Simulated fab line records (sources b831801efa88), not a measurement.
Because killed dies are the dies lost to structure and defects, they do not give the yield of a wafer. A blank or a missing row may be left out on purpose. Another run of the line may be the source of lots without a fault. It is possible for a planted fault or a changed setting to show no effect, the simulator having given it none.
Chamber matching	flow sky130	4 sister chambers for SKY_FIELD_ISO_CMP_27 on cmp-01
The step polishes, stops on Si3N4, t overpolish 14.79 s, target thk 457.8 nm. 18 wafers are shown with their chamber, then 9 later ones without.

## EACH WAFER AND ITS CHAMBER
wafer	chamber	motorCurrentA (A)	timeToEndpointS (s)	overpolishRunS (s)
L185.1	1	13.1	99	14.777
L185.3	0	14.7	104	14.797
L185.5	3	11.7	103	14.782
L186.2	3	11.7	101	14.797
L186.4	2	12.2	110	14.777
L186.5	3	11.2	100	14.786
L189.3	0	14.2	105	14.777
L189.5	1	11.9	104	14.782
L189.6	0	14.5	106	14.795
L191.3	0	13.6	106	14.781
L191.5	3	11.2	102	14.781
L191.6	2	12.6	110	14.779
L190.1	0	15.0	104	14.774
L190.4	2	12.7	112	14.781
L190.5	3	11.6	105	14.803
L192.3	1	13.1	101	14.784
L192.4	2	13.2	106	14.800
L192.6	0	14.7	105	14.802

SIGNATURES, as means of the wafers listed above
reading	chamber 0	chamber 1	chamber 2	chamber 3	scatter within a chamber
motorCurrentA	14.450	12.700	12.675	11.480	0.459
timeToEndpointS	105.00	101.33	109.50	102.20	1.9
overpolishRunS	14.78767	14.78100	14.78425	14.78980	0.0101
Rule: for a wafer and a chamber, the distance is found by dividing, reading by reading, the gap between the wafer's reading and the chamber's mean by the reading's scatter, squaring, summing and taking the root. If the next closest chamber is less than 2 further off than the closest, the wafer can't be placed; otherwise it belongs to the closest. The scatter: take each reading less its chamber's mean, square it, sum over the shown wafers, divide by the number of wafers less the number of chambers, and take the root.

## WAFERS WITHOUT THEIR CHAMBER
wafer	motorCurrentA (A)	timeToEndpointS (s)	overpolishRunS (s)
L199.2	12.5	114	14.793
L199.3	14.9	108	14.800
L199.4	11.8	105	14.785
L202.1	14.9	106	14.797
L202.5	12.6	104	14.789
L202.6	14.8	112	14.794
L206.1	15.7	107	14.782
L206.3	11.9	105	14.797
L206.5	12.7	108	14.787

## THE CHAMBER EACH PASSED THROUGH
wafer	from the rows above	in truth
L199.2	2	2
L199.3	0	0
L199.4	can't be placed: 3 or 1 or 2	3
L202.1	0	0
L202.5	can't be placed: 1 or 3 or 2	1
L202.6	can't be placed: 0 or 2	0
L206.1	0	0
L206.3	can't be placed: 3 or 1 or 2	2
L206.5	2	2
Correctly placed: 5 of 9. From these rows, 4 cannot be placed; in 4 the true chamber is one of the candidates. Wrongly placed: 0.
